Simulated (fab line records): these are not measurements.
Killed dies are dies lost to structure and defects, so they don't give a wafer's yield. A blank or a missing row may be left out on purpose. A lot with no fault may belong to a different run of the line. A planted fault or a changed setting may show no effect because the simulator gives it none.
Split-lot experiment    flow sfq-line    on a route of 325 steps: 5 lots, 14 wafers read

## ABOUT THE SPLIT
At SFQ_TRILAYER_M3_ETCH_METAL_ETCH_078 (etches Nb in Cl2/Ar, stops on SiO2, target depth 240 nm, time 120 s), the setting time-s was moved away from the recipe's 120 s on 4 of the 14 wafers read, by -5.8% to +10.4%. This setting was run at the recipe's value on the other wafers.

The split's own step is where the reading is taken.

## THE READING
KrF_of_TRILAYER_M3_LITHO_COAT_075.thk-nm (the simulator's own value, which no gauge read), in nm, at SFQ_TRILAYER_M3_ETCH_METAL_ETCH_078 (etches Nb in Cl2/Ar, stops on SiO2, target depth 240 nm, time 120 s). No usual value for it is given in the file. Across the 10 wafers here that went through the recipe, the average is 383.8 nm and the standard deviation 3.6 nm.

wafer   tool, chamber at the split  time-s as run, s  against the recipe  KrF_of_TRILAYER_M3_LITHO_COAT_075.thk-nm, nm  against lot-mates on the recipe
L075.2  rie-metal-01, 1             113               -5.8%               398.8                                         +12.6
L075.4  rie-metal-01, 1             113               -5.8%               398.1                                         +11.9
L075.5  rie-metal-01, 0             120               recipe              386.2                                         -
L077.1  rie-metal-04, 1             120               recipe              378                                           -
L077.2  rie-metal-04, 0             120               recipe              381.1                                         -
L077.4  rie-metal-04, 0             120               recipe              378.7                                         -
L079.1  rie-metal-01, 1             120               recipe              385.5                                         -
L079.4  rie-metal-01, 1             120               recipe              386.6                                         -
L079.6  rie-metal-01, 1             120               recipe              389.2                                         -
L080.3  rie-metal-01, 1             132.5             +10.4%              371.1                                         -14.6
L080.5  rie-metal-01, 1             120               recipe              385.7                                         -
L080.6  rie-metal-01, 0             120               recipe              385.8                                         -
L084.3  rie-metal-03, 0             131.3             +9.4%               371.5                                         -9.5
L084.6  rie-metal-03, 0             120               recipe              381                                           -

FIT RESULTS
A straight line over all 14 wafers: KrF_of_TRILAYER_M3_LITHO_COAT_075.thk-nm changes by -1.62 nm for each +1% of time-s; r = -0.89; the points scatter about the line by 3.9 nm.
The same after taking each lot's own level away (the mean of its wafers on the recipe; 14 wafers): -1.48 nm for each +1%; r = -0.96; scatter 2 nm.
The reading moves by 15 nm for the largest change in time-s, on that fit.
Across the lots, their own levels run from 379.27 to 387.10 nm, a range of 2.2 times the standard deviation given above.
The two slopes agree, so the slope changes little with the lot-to-lot level.
Check: -14.4 nm against its lot-mates is what the line predicts for one of the wafers moved furthest among these (+10.4%) when that wafer is left out of the fit. It came out at -14.6 nm against them.
Tool readings at the split's step, against how far the setting was moved: oes-product-au r = -0.73.

## THESE WAFERS: OTHER SPLITS
Other splits were also applied to these wafers ahead of the reading. Each is held against what the fit with the lots' levels taken away leaves over:
other split on the same wafers                       wafers away from the commonest value  r with KrF_of_TRILAYER_M3_LITHO_COAT_075.thk-nm (lot level and that fit taken away)
SFQ_TRILAYER_I1_VIA_BARC_OPEN_VIA_ETCH_071 source-w  3                                     -0.06
SFQ_TRILAYER_I2_VIA_LITHO_COAT_072 spin-rpm          5                                     -0.23
SFQ_TRILAYER_I2_VIA_BARC_OPEN_VIA_ETCH_096 time-s    7                                     +0.41
SFQ_TRILAYER_M3_DEP_SPUTTER_073 time-s               0                                     -

## THE FILE'S OWN FIT
KrF_of_TRILAYER_M3_LITHO_COAT_075.thk-nm changes by -1.4 nm for each +1% of time-s, r = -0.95.
